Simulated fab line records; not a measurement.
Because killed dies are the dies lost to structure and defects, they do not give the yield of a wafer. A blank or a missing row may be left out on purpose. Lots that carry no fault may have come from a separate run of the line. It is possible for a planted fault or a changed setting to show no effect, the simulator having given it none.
fab line records | flow sky130
record: lots: 15 wafers: 45 last-day: 50
route steps=708 shown FIELD_ISO@5 DNWELL@43 VT_ADJUST_HVTP@95 VT_ADJUST_LVTN@106 SD_N@353
lots with no fault: from the same line, run without faults
start-h: the number of hours between the record's first day and the start of the first shown wafer of the lot | wait-h: hours elapsed since this lot's preceding step | " unchanged from the row above | L1.1+2: a single row standing in for several wafers | - either no value or no given start | * or withheld: withheld | < > ~ a bound
route shown NAME@n: names a module that has steps shown in the file, with the first one's number in the route | usual: mean and standard deviation over wafers with no fault | same: alike in all rows | chamber/n: place in a boat | sites: each site's reading | _std_site: the values' standard deviation | _edge_site: outer sites' mean less inner sites' | radius-mm: for every site, how far away it sits from the centre of the wafer | mask NAME#n: copy n | behind: the tool/chamber that last shaped the wafer | hold: cause of the lot's hold/its duration in hours/its outcome | device: names the non-switching transistor (n, p or np) | end of line: tests run on the same wafers once the route is complete | a step given without rows: its recipe and nothing more | killed: count of dies lost to structure and defects at first sort (not the wafer's yield) | map: a wafer's dies, x killed, . not, _ none there
set.NAME: the setting that was run; set.NAME@STEP: the one run at that earlier step | model.NAME: the simulator's own value behind a step, which no gauge read
a sample of lots followed through the steps of the route, with each step as a table and each wafer as a row
services: when a tool's chamber went out of use (start-h, in hours from the record's first day, below 0 if earlier), for how many hours, and the reason
== steps ==
step: SKY_FIELD_ISO_THK_MEAS_04
recipe: reads: Si3N4_of_FIELD_ISO_CVD_03
usual: FIELD_ISO_CVD_03_THK: 165.0/1.5
columns lot.wafer tool chamber start-h wait-h FIELD_ISO_CVD_03_THK[nm]
L507.2 film-metro-03 - 16.12 0.0 166.5
L507.5 " - " " 167.6
L507.6 " - " " 166.6
L508.2 film-metro-03 - 20.31 0.0 164.9
L508.4 " - " " 166.0
L508.6 " - " " 165.0
L516.2 film-metro-01 - 62.66 0.0 165.1
L516.3 " - " " 164.0
L516.5 " - " " 165.2
L517.2 film-metro-03 - 65.79 0.0 163.5
L517.4 " - " " 164.2
L517.6 " - " " 164.3
L518.1 film-metro-04 - 69.94 0.0 163.9
L518.2 " - " " 163.5
L518.4 " - " " 163.6
L519.1 film-metro-03 - 75.63 0.0 164.5
L519.2 " - " " 164.0
L519.4 " - " " 164.9
L520.1 film-metro-04 - 78.63 0.0 164.3
L520.4 " - " " 165.2
L520.5 " - " " 165.0
L521.1 film-metro-01 - 84.29 0.0 166.0
L521.3 " - " " 165.4
L521.5 " - " " 164.7
L522.2 film-metro-04 - 89.81 0.0 163.7
L522.3 " - " " 163.3
L522.6 " - " " 163.5
L524.1 film-metro-01 - 99.56 0.0 163.8
L524.3 " - " " 164.4
L524.6 " - " " 164.2
L525.3 film-metro-01 - 105.32 0.0 167.3
L525.5 " - " " 168.2
L525.6 " - " " 168.3
L526.1 film-metro-01 - 110.70 0.0 164.1
L526.4 " - " " 167.0
L526.5 " - " " 166.1
L527.1 film-metro-04 - 115.10 0.0 164.5
L527.2 " - " " 164.6
L527.4 " - " " 164.7
L528.1 film-metro-04 - 119.50 0.0 165.2
L528.4 " - " " 166.6
L528.5 " - " " 166.0
L529.2 film-metro-01 - 126.40 0.0 165.2
L529.5 " - " " 165.8
L529.6 " - " " 164.5
step: SKY_DNWELL_STRIP_08
recipe: chemistry: O2/N2 power-w: 1400 pressure-mtorr: 1500 platen-temp-c: withheld o2-flow-sccm: 3000 n2-flow-sccm: 300 overash-fraction: 0.5
usual: chamber-pressure-mTorr: 1499.9/1.4 drypump-motor-current-A: 5.6/0.55 oes-product-au: 0.723/0.004 strip-time-to-endpoint-s: 36.90/0.082
columns lot.wafer tool chamber start-h wait-h chamber-pressure-mTorr drypump-motor-current-A oes-product-au rf-hours-counter-h strip-time-to-endpoint-s
L507.2 plasma-asher-01 0 52.45 0.1 1499.9 5.7 0.724 24 36.89
L507.5 " 1 " " 1498.8 5.0 0.718 - 36.89
L507.6 " 0 " " 1500.5 5.7 0.723 - 36.85
L508.2 plasma-asher-04 1 58.17 0.1 1499.3 5.8 0.726 36 36.91
L508.4 " 1 " " 1501.8 5.8 0.721 - 36.91
L508.6 " 1 " " 1498.9 5.8 0.720 - 36.95
L516.2 plasma-asher-02 1 104.24 0.1 1497.9 6.0 0.727 42 36.86
L516.3 " 1 " " 1498.3 6.0 0.726 - 36.97
L516.5 " 0 " " 1499.6 6.4 0.726 - 36.94
L517.2 plasma-asher-04 0 105.92 0.1 1502.2 4.7 0.718 40 36.80
L517.4 " 0 " " 1499.0 4.7 0.727 - 36.83
L517.6 " 0 " " 1500.9 4.7 0.724 - 36.88
L518.1 plasma-asher-04 1 112.04 0.1 1500.2 5.8 0.723 41 37.08
L518.2 " 0 " " 1498.5 4.7 0.723 41 37.08
L518.4 " 0 " " 1502.4 4.7 0.722 - 37.09
L519.1 plasma-asher-01 0 118.75 0.1 1501.9 5.7 0.728 31 36.95
L519.2 " 1 " " 1501.4 5.0 0.718 31 36.89
L519.4 " 0 " " 1499.7 5.7 0.724 - 36.94
L520.1 plasma-asher-02 0 122.55 0.1 1498.9 6.4 0.721 1 36.92
L520.4 " 1 " " 1498.4 6.0 0.725 - 36.91
L520.5 " 0 " " 1501.2 6.4 0.724 - 36.92
L521.1 plasma-asher-02 0 127.04 0.1 1499.0 6.4 0.733 1 36.85
L521.3 " 1 " " 1500.3 6.0 0.724 - 36.86
L521.5 " 0 " " 1501.4 6.4 0.719 - 36.77
L522.2 plasma-asher-04 1 133.80 0.1 1503.3 5.8 0.724 44 36.98
L522.3 " 0 " " 1498.7 4.7 0.721 - 36.88
L522.6 " 0 " " 1499.9 4.7 0.723 - 36.90
L524.1 plasma-asher-01 1 142.39 0.1 1500.3 5.0 0.724 34 36.91
L524.3 " 0 " " 1500.0 5.7 0.718 - 36.80
L524.6 " 0 " " 1498.4 5.7 0.722 - 36.76
L525.3 plasma-asher-01 0 148.43 0.1 1501.2 5.7 0.718 - 36.85
L525.5 " 1 " " 1501.9 5.0 0.723 - 36.86
L525.6 " 0 " " 1501.9 5.7 0.727 - 36.86
L527.1 plasma-asher-01 1 159.75 0.1 1498.8 5.0 0.724 36 36.97
L527.2 " 0 " " 1498.5 5.6 0.725 36 36.84
L527.4 " 0 " " 1499.9 5.7 0.718 - 36.97
L526.1 plasma-asher-04 1 160.10 0.1 1499.8 5.8 0.723 46 36.87
L526.4 " 0 " " 1499.8 4.7 0.715 - 36.99
L526.5 " 0 " " 1499.3 4.7 0.722 - 36.89
L528.1 plasma-asher-01 0 175.17 0.1 1503.6 5.7 0.721 37 36.88
L528.4 " 1 " " 1501.4 5.0 0.725 - 36.90
L528.5 " 1 " " 1500.6 5.0 0.725 - 37.04
L529.2 plasma-asher-02 1 178.10 0.1 1498.5 6.0 0.727 6 36.78
L529.5 " 0 " " 1500.4 6.4 0.721 - 36.84
L529.6 " 1 " " 1499.2 6.0 0.731 - 36.84
step: SKY_VT_ADJUST_HVTP_STRIP_10
recipe: chemistry: O2/N2 power-w: 1400 pressure-mtorr: 1500 platen-temp-c: withheld o2-flow-sccm: 3000 n2-flow-sccm: 300 overash-fraction: 0.5
usual: chamber-pressure-mTorr: 1499.8/1.4 drypump-motor-current-A: 5.6/0.44 oes-product-au: 0.716/0.0046 strip-time-to-endpoint-s: 14.21/0.038
columns lot.wafer tool chamber start-h wait-h chamber-pressure-mTorr drypump-motor-current-A oes-product-au rf-hours-counter-h strip-time-to-endpoint-s
L507.2 plasma-asher-02 0 121.18 0.1 1499.1 6.4 0.712 0 14.20
L507.5 " 1 " " 1500.1 6.0 0.721 - 14.17
L507.6 " 0 " " 1501.2 6.4 0.715 - 14.16
L508.2 plasma-asher-02 0 127.96 0.1 1498.0 6.4 0.710 1 14.26
L508.4 " 1 " " 1500.8 6.0 0.717 - 14.23
L508.6 " 1 " " 1499.4 6.0 0.710 - 14.20
L516.2 plasma-asher-03 0 181.86 0.1 - - - - -
L516.3 " 1 " " - - - - -
L516.5 " 1 " " - - - - -
L517.2 plasma-asher-03 0 183.48 0.1 - - - - -
L517.4 " 0 " " - - - - -
L517.6 " 0 " " - - - - -
L518.1 plasma-asher-01 1 191.43 0.1 - - - - -
L518.2 " 0 " " - - - - -
L518.4 " 0 " " - - - - -
L519.1 plasma-asher-01 0 197.83 0.1 1501.3 5.7 0.714 39 14.24
L519.2 " 1 " " 1498.2 5.0 0.718 39 14.18
L519.4 " 1 " " 1497.9 5.0 0.720 - 14.21
L520.1 plasma-asher-03 1 203.03 0.1 1500.4 5.3 0.717 51 14.19
L520.4 " 1 " " 1500.8 5.4 0.714 - 14.21
L520.5 " 1 " " 1499.8 5.4 0.704 - 14.21
L521.1 plasma-asher-01 1 207.00 0.1 1498.7 5.0 0.715 40 14.23
L521.3 " 0 " " 1498.4 5.7 0.716 - 14.26
L521.5 " 0 " " 1499.2 5.7 0.709 - 14.26
L522.2 plasma-asher-03 0 214.88 0.1 1499.3 5.4 0.724 52 14.24
L522.3 " 1 " " 1503.4 5.4 0.712 - 14.23
L522.6 " 0 " " 1499.5 5.4 0.707 - 14.25
L524.1 plasma-asher-03 1 225.90 0.1 1501.2 5.3 0.716 53 14.27
L524.3 " 1 " " 1499.3 5.3 0.724 - 14.30
L524.6 " 1 " " 1498.9 5.3 0.716 - 14.28
L525.3 plasma-asher-02 0 231.98 0.1 1499.5 6.4 0.712 - 14.20
L525.5 " 1 " " 1500.3 6.0 0.715 - 14.21
L525.6 " 0 " " 1500.0 6.3 0.709 - 14.21
L527.1 plasma-asher-01 0 246.28 0.1 1497.6 5.7 0.719 44 14.22
L527.2 " 1 " " 1501.4 5.0 0.710 44 14.24
L527.4 " 1 " " 1498.6 5.0 0.718 - 14.24
L526.1 plasma-asher-02 0 247.11 0.1 1503.0 6.4 0.713 13 14.24
L526.4 " 0 " " 1501.8 6.4 0.715 - 14.24
L526.5 " 0 " " 1498.6 6.4 0.711 - 14.24
L528.1 plasma-asher-02 1 263.43 0.1 1502.5 6.0 0.710 15 14.21
L528.4 " 1 " " 1503.2 6.0 0.713 - 14.23
L528.5 " 1 " " 1499.0 6.0 0.721 - 14.20
L529.2 plasma-asher-02 0 266.63 0.1 1498.9 6.4 0.724 15 14.18
L529.5 " 1 " " 1500.1 6.0 0.721 - 14.19
L529.6 " 0 " " 1500.2 6.4 0.716 - 14.20
step: SKY_VT_ADJUST_LVTN_STRIP_09
recipe: chemistry: O2/N2 power-w: 1400 pressure-mtorr: 1500 platen-temp-c: withheld o2-flow-sccm: 3000 n2-flow-sccm: 300 overash-fraction: 0.5
usual: chamber-pressure-mTorr: 1500.0/1.3 drypump-motor-current-A: 5.4/0.51 oes-product-au: 0.723/0.0045 strip-time-to-endpoint-s: 36.90/0.11
columns lot.wafer tool chamber start-h wait-h chamber-pressure-mTorr drypump-motor-current-A oes-product-au rf-hours-counter-h strip-time-to-endpoint-s
L507.2 plasma-asher-01 0 140.28 0.1 1502.2 5.7 0.717 34 36.68
L507.5 " 1 " " 1499.3 5.0 0.726 - 36.73
L507.6 " 0 " " 1498.6 5.7 0.728 - 36.75
L508.2 plasma-asher-04 1 146.83 0.1 1500.0 5.8 0.721 45 37.01
L508.4 " 0 " " 1500.8 4.7 0.724 - 36.88
L508.6 " 1 " " 1500.4 5.8 0.728 - 36.87
L516.2 plasma-asher-04 0 202.40 0.1 1499.7 4.7 0.725 50 53.95
L516.3 " 0 " " 1501.6 4.7 0.723 - 53.89
L516.5 " 0 " " 1503.2 4.7 0.735 - 53.94
L517.2 plasma-asher-02 1 203.78 0.1 1501.1 6.0 0.733 9 53.63
L517.4 " 0 " " 1498.1 6.4 0.732 - 53.74
L517.6 " 1 " " 1498.8 6.0 0.731 - 53.72
L518.1 plasma-asher-01 0 212.43 0.2 1499.4 5.7 0.724 41 53.86
L518.2 " 1 " " 1500.1 5.0 0.732 41 53.82
L518.4 " 0 " " 1497.1 5.6 0.721 - 53.88
L519.1 plasma-asher-01 1 219.00 0.1 1500.3 5.0 0.723 41 36.87
L519.2 " 0 " " 1500.0 5.7 0.717 41 36.80
L519.4 " 1 " " 1502.6 5.0 0.730 - 36.94
L520.1 plasma-asher-01 0 224.59 0.1 1500.6 5.7 0.714 42 36.96
L520.4 " 1 " " 1500.9 5.0 0.723 - 37.06
L520.5 " 1 " " 1500.1 5.0 0.731 - 36.89
L521.1 plasma-asher-01 1 228.69 0.1 1501.2 5.0 0.721 42 36.89
L521.3 " 0 " " 1498.4 5.7 0.727 - 36.90
L521.5 " 1 " " 1500.2 5.0 0.725 - 36.84
L522.2 plasma-asher-02 1 237.10 0.1 1499.5 6.0 0.724 12 37.05
L522.3 " 0 " " 1499.6 6.4 0.727 - 36.97
L522.6 " 1 " " 1499.5 6.0 0.725 - 36.99
L524.1 plasma-asher-04 0 249.20 0.1 1500.9 4.7 0.719 55 36.97
L524.3 " 1 " " 1503.1 5.8 0.722 - 36.99
L524.6 " 0 " " 1503.7 4.7 0.723 - 36.97
L525.3 plasma-asher-01 0 253.91 0.1 1499.6 5.6 0.726 - 36.66
L525.5 " 0 " " 1502.0 5.7 0.736 - 36.79
L525.6 " 1 " " 1501.2 5.0 0.729 - 36.64
L527.1 plasma-asher-04 1 270.38 0.1 1500.0 5.8 0.723 57 36.80
L527.2 " 0 " " 1500.5 4.7 0.722 57 36.73
L527.4 " 0 " " 1500.5 4.7 0.720 - 36.65
L526.1 plasma-asher-04 0 271.50 0.1 1499.4 4.7 0.718 58 37.03
L526.4 " 0 " " 1499.3 4.7 0.714 - 36.96
L526.5 " 1 " " 1501.2 5.8 0.719 - 37.07
L528.1 plasma-asher-01 0 288.58 0.1 1500.2 5.6 0.726 49 36.88
L528.4 " 1 " " 1498.4 5.0 0.720 - 36.95
L528.5 " 1 " " 1501.6 5.0 0.726 - 36.84
L529.2 plasma-asher-02 1 291.40 0.1 1500.1 6.0 0.729 18 36.82
L529.5 " 1 " " 1500.9 6.0 0.728 - 36.76
L529.6 " 0 " " 1501.3 6.4 0.723 - 36.89
step: SKY_VT_ADJUST_LVTN_TW_MEAS_10
usual: VT_ADJUST_LVTN_TW: 240.2/1.4
columns lot.wafer tool chamber start-h wait-h VT_ADJUST_LVTN_TW
L507.2 film-metro-02 - 140.39 0.1 238.0
L507.5 " - " " 239.7
L507.6 " - " " 239.8
L508.2 film-metro-04 - 146.94 0.1 241.1
L508.4 " - " " 240.1
L508.6 " - " " 239.3
L516.2 film-metro-02 - 202.51 0.1 29.9
L516.3 " - " " 29.8
L516.5 " - " " 29.9
L517.2 film-metro-04 - 203.89 0.1 29.7
L517.4 " - " " 29.9
L517.6 " - " " 29.8
L518.1 film-metro-04 - 212.53 0.1 29.9
L518.2 " - " " 29.7
L518.4 " - " " 30.0
L519.1 film-metro-02 - 219.10 0.1 238.9
L519.2 " - " " 240.9
L519.4 " - " " 239.0
L520.1 film-metro-02 - 224.69 0.1 240.7
L520.4 " - " " 240.6
L520.5 " - " " 238.2
L521.1 film-metro-02 - 228.79 0.1 239.0
L521.3 " - " " 239.0
L521.5 " - " " 238.4
L522.2 film-metro-02 - 237.21 0.1 240.1
L522.3 " - " " 237.9
L522.6 " - " " 239.2
L524.1 film-metro-03 - 249.30 0.1 241.1
L524.3 " - " " 241.6
L524.6 " - " " 240.9
L525.3 film-metro-02 - 254.00 0.1 240.7
L525.5 " - " " 238.7
L525.6 " - " " 238.8
L527.1 film-metro-02 - 270.48 0.1 238.6
L527.2 " - " " 239.5
L527.4 " - " " 239.6
L526.1 film-metro-02 - 271.60 0.1 239.5
L526.4 " - " " 239.4
L526.5 " - " " 238.1
L528.1 film-metro-02 - 288.69 0.1 239.7
L528.4 " - " " 238.0
L528.5 " - " " 240.3
L529.2 film-metro-02 - 291.51 0.1 240.2
L529.5 " - " " 239.5
L529.6 " - " " 239.5
step: SKY_SD_N_STRIP_11
recipe: chemistry: O2/N2 power-w: 1400 pressure-mtorr: 1500 platen-temp-c: withheld o2-flow-sccm: 3000 n2-flow-sccm: 300 overash-fraction: 0.5
usual: chamber-pressure-mTorr: 1500.2/1.4 drypump-motor-current-A: 5.5/0.58 oes-product-au: 0.527/0.0049 strip-time-to-endpoint-s: 22.55/0.046
columns lot.wafer tool chamber start-h wait-h chamber-pressure-mTorr drypump-motor-current-A oes-product-au rf-hours-counter-h strip-time-to-endpoint-s
L507.2 plasma-asher-02 1 635.62 0.1 1501.4 6.0 0.521 46 22.55
L507.5 " 1 " " 1498.4 6.0 0.523 - 22.53
L507.6 " 0 " " 1501.4 6.4 0.526 - 22.55
L508.2 plasma-asher-01 1 643.90 0.1 1499.1 5.0 0.533 87 22.48
L508.4 " 1 " " 1501.5 5.0 0.522 - 22.47
L508.6 " 1 " " 1501.3 5.0 0.525 - 22.50
L516.2 plasma-asher-04 1 721.35 0.1 1501.0 5.8 0.525 29 22.54
L516.3 " 1 " " 1500.3 5.8 0.529 - 22.57
L516.5 " 1 " " 1500.5 5.8 0.526 - 22.61
L517.2 plasma-asher-01 0 727.65 0.1 1501.5 5.7 0.528 95 22.57
L517.4 " 1 " " 1502.8 5.0 0.525 - 22.60
L517.6 " 0 " " 1501.9 5.7 0.530 - 22.58
L518.1 plasma-asher-04 0 740.28 0.1 1501.1 4.7 0.521 30 22.52
L518.2 " 1 " " 1498.2 5.8 0.527 30 22.57
L518.4 " 1 " " 1498.8 5.8 0.526 - 22.53
L519.1 plasma-asher-04 0 743.97 0.1 1501.3 4.7 0.531 31 22.56
L519.2 " 1 " " 1499.1 5.8 0.525 31 22.46
L519.4 " 1 " " 1498.5 5.8 0.527 - 22.50
L520.1 plasma-asher-04 1 748.30 0.1 1499.8 5.8 0.524 31 22.62
L520.4 " 1 " " 1500.5 5.8 0.532 - 22.62
L520.5 " 0 " " 1500.7 4.7 0.528 - 22.62
L521.1 plasma-asher-02 0 753.30 0.1 1500.1 6.4 0.523 58 22.53
L521.3 " 1 " " 1498.4 6.0 0.521 - 22.58
L521.5 " 1 " " 1502.4 6.0 0.519 - 22.59
L522.2 plasma-asher-04 1 763.10 0.1 1501.9 5.8 0.523 32 22.60
L522.3 " 1 " " 1501.4 5.8 0.530 - 22.54
L522.6 " 1 " " 1499.9 5.7 0.526 - 22.60
L524.1 plasma-asher-01 1 779.57 0.1 1500.0 5.0 0.528 101 22.61
L524.3 " 0 " " 1501.6 5.7 0.531 - 22.60
L524.6 " 0 " " 1501.3 5.7 0.523 - 22.57
L525.3 plasma-asher-02 1 781.35 0.1 1503.4 5.9 0.523 - 22.59
L525.5 " 1 " " 1499.7 6.0 0.528 - 22.61
L525.6 " 0 " " 1502.0 6.4 0.529 - 22.61
L527.1 plasma-asher-01 1 797.08 0.1 1500.0 5.0 0.530 103 22.53
L527.2 " 0 " " 1499.2 5.6 0.528 103 22.53
L527.4 " 1 " " 1497.6 5.0 0.525 - 22.50
L526.1 plasma-asher-01 1 807.53 0.1 1502.2 5.0 0.533 104 22.55
L526.4 " 1 " " 1500.9 5.0 0.530 - 22.49
L526.5 " 1 " " 1498.3 5.0 0.520 - 22.54
L528.1 plasma-asher-04 0 821.67 0.1 1500.6 4.7 0.526 38 22.53
L528.4 " 0 " " 1504.1 4.7 0.519 - 22.52
L528.5 " 1 " " 1501.1 5.8 0.524 - 22.47
L529.2 plasma-asher-04 0 827.00 0.1 1496.5 4.7 0.529 39 22.56
L529.5 " 1 " " 1499.8 5.8 0.522 - 22.60
L529.6 " 0 " " 1500.5 4.7 0.522 - 22.62
== services ==
columns tool chamber start-h hours kind
plasma-asher-04 - 43.90 1.0 repair
plasma-asher-04 - 77.14 2.8 pm
plasma-asher-02 - 83.30 6.0 repair
plasma-asher-02 - 108.75 9.0 pm
plasma-asher-02 - 128.44 0.4 repair
plasma-asher-02 - 148.56 0.4 repair
plasma-asher-02 - 325.76 3.1 repair
plasma-asher-02 - 374.67 12.3 repair
plasma-asher-02 - 402.15 52.0 repair
plasma-asher-04 - 421.25 9.0 pm
plasma-asher-01 - 423.20 2.0 repair
plasma-asher-04 - 436.05 9.4 repair
plasma-asher-01 - 454.53 1.9 repair
plasma-asher-04 - 461.21 0.4 repair
plasma-asher-04 - 475.84 2.6 repair
plasma-asher-02 - 509.18 1.6 repair
plasma-asher-02 - 531.96 2.9 repair
plasma-asher-02 - 559.04 0.4 repair
plasma-asher-01 - 591.89 2.8 pm
plasma-asher-02 - 673.16 2.3 repair
plasma-asher-02 - 687.32 2.1 repair
plasma-asher-04 - 729.30 8.3 repair
plasma-asher-01 - 819.21 1.2 repair
plasma-asher-01 - 822.79 4.0 pm
== key ==
first-sign: step: SKY_VT_ADJUST_HVTP_STRIP_10 reading: tool-record direction: missing
effect: step: SKY_VT_ADJUST_LVTN_STRIP_09 reading: strip-time-to-endpoint-s direction: up sigmas: 99+ usual: * struck: *
effect: step: SKY_VT_ADJUST_LVTN_TW_MEAS_10 reading: VT_ADJUST_LVTN_TW direction: down sigmas: 99+ usual: 240.2 struck: 29.8
met-at SKY_VT_ADJUST_HVTP_STRIP_10
struck-lots L516,L517,L518
sort-left-out L516.2,L516.3,L516.5,L517.2,L517.4,L517.6,L518.1,L518.2,L518.4
tester-left-out L516,L517,L518
not-acting-at SKY_FIELD_ISO_THK_MEAS_04,SKY_DNWELL_STRIP_08,SKY_SD_N_STRIP_11
fault: kind: skipped-step-whole tool: plasma-asher-01,plasma-asher-03 chamber: - onset-h: 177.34 steps: SKY_VT_ADJUST_HVTP_STRIP_10 scope: struck-lots-only
tester-left-out: of these lots the tester's yield and bins aren't shown, on N5 and GAA mostly nor the transistor test; their killed dies are dies lost to structure and defects alone, not to doping, threshold or leakage, so they don't give the yield
sort-left-out: the simulated sort isn't trusted on such a fault, so these wafers' sort isn't shown, and their yield isn't known
